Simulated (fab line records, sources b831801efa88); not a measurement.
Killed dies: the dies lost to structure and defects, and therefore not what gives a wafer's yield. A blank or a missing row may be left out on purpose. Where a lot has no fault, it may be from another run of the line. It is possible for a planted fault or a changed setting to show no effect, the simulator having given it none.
8D (eight disciplines) problem report, filled in by code ; flow gf180mcu ; the parts of the form that need people (team, actions taken, sign-off) are left out

## 1. THE PROBLEM
LVPWELL_RS at GF_VT_IMPLANT_RS_MEAS_48 reads a mean of 1150 ohm/sq on 6 wafers of 2 lots; wafers without a fault read 1195 ohm/sq with a standard deviation of 3.1. That is -15 standard deviations from the usual mean.
The step: measures by four-point-probe.
Earliest sighting: wafer L995.3 on filmMetro-03 at day 12 09:21. The record holds 33 wafers of 11 lots with a number at this step. Rule for "out" (also "out of limits"): further than 4 standard deviations from the usual mean. Any other wafer with a number is counted as sound.

## 2. WHAT IT IS, AND WHAT IT ISN'T
question;is;is not
which readings at this step;LVPWELL_RS;-
which lots;L995, L996;L101, L978, L982, L984, L985, L986, L987, L994, L997
which wafers of those lots;all that have a number;-
read on which gauges;filmMetro-03, filmMetro-04;filmMetro-01
when;from day 12 09:21;"up to then (21 sound wafers); but 6 sound wafers of L101, L997 came after"

## 3. WHAT RULES OUT EACH SUSPECT
Counting: a tool at any process step up to the reading remains a suspect when it ran all the lots that are out and ran no sound lot after the first of those.
- ruled out: the gauge at GF_VT_IMPLANT_RS_MEAS_48. Those wafers that are out were read across 2 gauges (filmMetro-03, filmMetro-04).
- implanter-02 at GF_LVPWELL_IMPLANT_08: kept. Every lot that is out went through it, starting with L995 (day 7 22:23), and after that it ran no sound lot; the last sound lot it ran before then is L987 (day 5 21:50). Its own doseIonsCm2 readings are out on those wafers.
The count leaves implanter-02 at GF_LVPWELL_IMPLANT_08.

## 4. THE CAUSE (what the simulator had put in)
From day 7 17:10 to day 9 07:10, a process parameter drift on implanter-02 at GF_LVPWELL_IMPLANT_08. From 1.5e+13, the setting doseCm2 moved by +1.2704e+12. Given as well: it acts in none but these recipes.
After counting, this tool was the only one left.

## 5. THE EFFECT CHAIN, in route order
Each row: a reading where the mean over the struck wafers with a number is more than 3 standard deviations away from the usual. Readings are gone through only where the record gives a usual standard deviation; hours: the median, over the lots, of the time from a lot's start at the first step in this table giving one to that lot's start at this step; sigmas: the change measured in usual standard deviations.
hours;step;reading;usual;on struck wafers;change;sigmas
0;GF_LVPWELL_IMPLANT_08;doseIonsCm2;1.5e+13;1.6e+13;+1.3e+12;+67
0;GF_LVPWELL_IMPLANT_08;faradayCurrentUA;84.6;91.4;+6.8;+4.0
109;GF_VT_IMPLANT_RS_MEAS_48;LVPWELL_RS;1195 ohm/sq;1150;-45;-15
Its process steps:
- GF_LVPWELL_IMPLANT_08
Later measuring or inspecting steps at which every struck wafer that the step has a row for has a number for every such reading, and none has moved that far: GF_VT_IMPLANT_RS_MEAS_49.

## 6. WHAT WOULD HAVE CAUGHT IT SOONER
112 hours passed between the start of the fault at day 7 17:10 and the first reading out of limits at a measuring or inspecting step in this record, taken at day 12 09:21.
The tool's own readings at GF_LVPWELL_IMPLANT_08 were out on every struck wafer that the step has a row for (doseIonsCm2): an alarm limit on them would have fired on the first of those.
Lots out: 2; all had begun GF_LVPWELL_IMPLANT_08 on implanter-02 by day 12 09:21. Tool hold at that time: it would have spared none of them.
